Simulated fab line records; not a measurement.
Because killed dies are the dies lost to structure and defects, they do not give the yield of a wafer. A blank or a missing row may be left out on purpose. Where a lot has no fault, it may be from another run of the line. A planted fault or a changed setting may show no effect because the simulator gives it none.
Matching of chambers | flow sky130 | SKY_CONTACT_CVD_00 on pecvd-04: 3 sister chambers
The step deposits Si3N4, target thk 75 nm. 3 wafers are shown with their chamber, then 7 later ones without.

== WAFERS WITH THEIR CHAMBER ==
wafer  | chamber | heater power w (W)
L082.4 | 0       | 696
L086.1 | 1       | 789
L086.3 | 2       | 771

== WAFERS WITHOUT THEIR CHAMBER ==
wafer  | heater power w (W)
L086.4 | 802
L091.2 | 756
L091.5 | 681
L091.6 | 815
L095.1 | 705
L095.2 | 673
L095.5 | 677

== THE CHAMBER EACH PASSED THROUGH ==
wafer  | from the rows above     | in truth
L086.4 | can't be placed: 1 or 2 | 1
L091.2 | can't be placed: 2 or 1 | 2
L091.5 | 0                       | 0
L091.6 | can't be placed: 1 or 2 | 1
L095.1 | 0                       | 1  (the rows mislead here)
L095.2 | 0                       | 0
L095.5 | 0                       | 0
3 of 7 placed correctly. Not placeable from these rows: 3 (in 3, the candidates include the true chamber). Number placed wrongly: 1.
How it was worked out, from the rows above alone: a wafer's distance from a chamber is the root of the sum, over the readings, of the square of ((its reading less the chamber's mean) divided by the reading's scatter). The wafer belongs to the nearest chamber; if the next one is less than 2 further off, it can't be placed. A chamber's mean is the mean of its shown wafers. The scatter (one wafer shown for each chamber): square how far every hidden wafer sits from the nearest shown wafer, average those squares and take the square root.
